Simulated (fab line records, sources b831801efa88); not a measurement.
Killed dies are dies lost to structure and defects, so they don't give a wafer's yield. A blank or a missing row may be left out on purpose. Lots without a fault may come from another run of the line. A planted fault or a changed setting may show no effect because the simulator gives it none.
Which tool did it? | flow gf180mcu | 13 lots, 39 wafers sampled, at 3 steps of a route of 602

WHAT THE GAUGES READ, wafer by wafer
GF_V5_RS_MEAS_24: measures by four-point-probe.
lot  | measured     | on            | V5_W_RS (ohm/sq)
L610 | day 27 21:05 | film_metro-04 | 0.329 0.327 0.330
L612 | day 28 12:31 | film_metro-01 | 0.322 0.326 0.330
L613 | day 28 21:58 | film_metro-02 | 0.329 0.329 0.328
L614 | day 29 04:11 | film_metro-04 | 0.331 0.327 0.328
L621 | day 31 07:07 | film_metro-04 | 0.326 0.325 0.328
L622 | day 31 13:02 | film_metro-02 | 0.330 0.324 0.325
L623 | day 31 16:44 | film_metro-04 | 0.327 0.324 0.328
L626 | day 32 15:37 | film_metro-01 | 0.326 0.326 0.331
L627 | day 32 18:25 | film_metro-02 | 0.336 0.326 0.330
L628 | day 32 23:23 | film_metro-01 | 0.331 0.331 0.322
L629 | day 33 00:11 | film_metro-04 | 0.326 0.333 0.327
L630 | day 33 05:40 | film_metro-02 | 0.329 0.328 0.333
L631 | day 33 14:15 | film_metro-01 | 0.327 0.332 0.329

GF_TOP_METAL_CD_MEAS_14: target cd 440 nm.
lot  | measured     | on        | cd_nm (nm)
L610 | day 28 17:59 | cd_sem-01 | 443.4 442.7 441.4
L612 | day 29 07:44 | cd_sem-01 | 441.4 439.1 440.0
L613 | day 29 17:33 | cd_sem-01 | 437.4 438.8 439.0
L614 | day 29 23:47 | cd_sem-01 | 441.3 441.5 440.7
L621 | day 32 00:45 | cd_sem-02 | 438.1 437.8 439.1
L622 | day 32 06:46 | cd_sem-02 | 441.6 442.3 443.1
L623 | day 32 10:07 | cd_sem-02 | 436.7 438.0 436.5
L626 | day 33 08:07 | cd_sem-01 | 439.9 440.2 441.8
L627 | day 33 11:02 | cd_sem-02 | 443.2 443.8 444.0
L628 | day 33 15:22 | cd_sem-02 | 440.4 443.9 442.5
L629 | day 33 16:27 | cd_sem-02 | 436.8 437.8 436.7
L630 | day 33 21:33 | cd_sem-01 | 440.7 440.1 441.5
L631 | day 34 06:07 | cd_sem-02 | 440.0 441.1 440.5

WHICH TOOL RAN EACH LOT (tool, then ch and the chambers of the sampled wafers, then the start)
lot  | GF_V1_STRIP_18
L610 | plasma_asher-01 ch 0,1, day 18 19:16
L612 | plasma_asher-01 ch 0,1, day 19 16:50
L613 | plasma_asher-02 ch 0,1, day 20 05:18
L614 | plasma_asher-01 ch 0,1, day 20 11:39
L621 | plasma_asher-01 ch 0,1, day 23 03:41
L622 | plasma_asher-01 ch 0,1, day 23 11:59
L623 | plasma_asher-03 ch 0,1, day 23 16:44
L626 | plasma_asher-01 ch 0,1, day 24 19:05
L627 | plasma_asher-01 ch 0,1, day 25 00:47
L628 | plasma_asher-02 ch 0,1, day 25 09:59
L629 | plasma_asher-02 ch 0,1, day 25 10:24
L630 | plasma_asher-01 ch 0,1, day 25 17:00
L631 | plasma_asher-03 ch 0,1, day 26 03:12
- GF_V1_STRIP_18: strips in O2/N2.

WHAT THE TOOLS THEMSELVES READ (means of the sampled wafers that have a number; where no wafer has one, the mark that the record gives instead)
GF_V1_STRIP_18.
lot  | tool            | drypump_motor_current_A (A) | heater_power_w (W) | oes_product_au (a.u.)
L610 | plasma_asher-01 | 5.88                        | 316                | 0.595
L612 | plasma_asher-01 | 5.88                        | 314                | 0.595
L613 | plasma_asher-02 | 5.49                        | 326                | 0.595
L614 | plasma_asher-01 | 5.85                        | 316                | 0.590
L621 | plasma_asher-01 | 5.89                        | 316                | 0.592
L622 | plasma_asher-01 | 5.88                        | 318                | 0.586
L623 | plasma_asher-03 | 5.69                        | 333                | 0.593
L626 | plasma_asher-01 | 5.74                        | 307                | 0.592
L627 | plasma_asher-01 | 5.89                        | 310                | 0.593
L628 | plasma_asher-02 | 5.37                        | 343                | 0.596
L629 | plasma_asher-02 | 5.51                        | 323                | 0.594
L630 | plasma_asher-01 | 5.86                        | 318                | 0.597
L631 | plasma_asher-03 | 5.70                        | 333                | 0.596

THE ANSWER, worked out from the rows above alone
Rule: what is usual is taken from the lots themselves. Put in order of their means at a reading, lots are off if they are a third of the lots or fewer, leave a main group of 4 or more, and stand apart from it by a gap of 3 or more times the standard deviation of the main group's means; of several such gaps the widest counts. A main group whose means are all the same, to the digits that the tables above print for the reading, isn't used. A lot without any number at a reading at which 4 lots or more have one is off too. The other lots that the step has rows for count as sound. The gauges are gone through in route order, then the tools' own readings, and for those a lot's mean is taken as printed above. The first step at which some lot is off is used, and at that step the reading that is off furthest; a lot without a number counts as furthest.
No lot is off at any reading shown: from this, nothing can be told.

WHAT THE SIMULATOR HAD PUT IN
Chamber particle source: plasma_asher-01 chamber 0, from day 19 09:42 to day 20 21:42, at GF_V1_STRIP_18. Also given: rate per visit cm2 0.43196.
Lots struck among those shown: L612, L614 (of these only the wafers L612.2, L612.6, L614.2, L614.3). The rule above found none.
